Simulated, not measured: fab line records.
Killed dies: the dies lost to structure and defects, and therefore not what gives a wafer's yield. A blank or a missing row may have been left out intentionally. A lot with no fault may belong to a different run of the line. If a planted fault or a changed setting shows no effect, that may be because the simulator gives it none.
Matching of chambers ; flow sky130 ; 4 sister chambers for SKY_CONTACT_CMP_04 on cmp-01
The step polishes SiO2. 18 wafers are shown with their chamber, then 9 later ones without.

WAFERS, EACH WITH ITS CHAMBER
wafer;chamber;motor current A (A);retaining ring pressure frac;time to endpoint s (s)
L104.2;1;11.3;0.995;82
L104.3;3;11.8;1.005;84
L104.4;2;13.2;1.001;82
L107.1;2;12.7;0.998;76
L107.2;1;11.9;0.994;77
L107.3;0;13.2;1.000;80
L108.2;2;13.6;1.005;79
L108.4;0;13.7;1.001;82
L108.6;0;12.6;1.000;81
L111.1;0;13.4;1.001;82
L111.3;2;13.2;0.991;76
L111.5;1;11.2;0.998;69
L112.3;1;11.1;1.002;84
L112.4;3;11.5;0.995;66
L112.5;1;12.1;0.998;69
L116.2;2;13.1;0.999;80
L116.4;1;11.8;0.997;78
L116.5;3;11.5;1.009;75

SIGNATURES (means of the wafers above)
reading;chamber 0;chamber 1;chamber 2;chamber 3;scatter within a chamber
motor current A;13.225;11.567;13.160;11.600;0.377
retaining ring pressure frac;1.00050;0.99733;0.99880;1.00300;0.00422
time to endpoint s;81.25;76.50;78.60;75.00;5.3
Rule: for each reading, subtract the chamber's mean from the wafer's reading, divide by that reading's scatter and square the result; add these up over the readings and take the root, which gives the wafer's distance from the chamber. If the next closest chamber is less than 2 further off than the closest, the wafer can't be placed; otherwise it belongs to the closest. The scatter: take each reading less its chamber's mean, square it, sum over the shown wafers, divide by the number of wafers less the number of chambers, and take the root.

WAFERS WITHOUT THEIR CHAMBER
wafer;motor current A (A);retaining ring pressure frac;time to endpoint s (s)
L121.1;11.7;1.000;81
L121.3;11.9;1.005;77
L121.4;13.0;0.992;75
L122.4;12.8;0.997;76
L122.5;13.3;1.000;79
L122.6;11.9;1.007;77
L123.1;13.4;1.008;77
L123.3;11.9;0.996;84
L123.4;11.7;0.993;80

WHICH CHAMBER EACH ONE RAN IN
wafer;from the rows above;in truth
L121.1;can't be placed: 1 or 3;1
L121.3;can't be placed: 3 or 1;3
L121.4;can't be placed: 2 or 0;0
L122.4;can't be placed: 2 or 0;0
L122.5;can't be placed: 2 or 0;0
L122.6;can't be placed: 3 or 1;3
L123.1;can't be placed: 0 or 2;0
L123.3;can't be placed: 1 or 3 or 2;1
L123.4;can't be placed: 1 or 3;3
Correct placement for 0 of the 9. Not placeable from these rows: 9 (in 9, the candidates include the true chamber). Wrongly placed: 0.
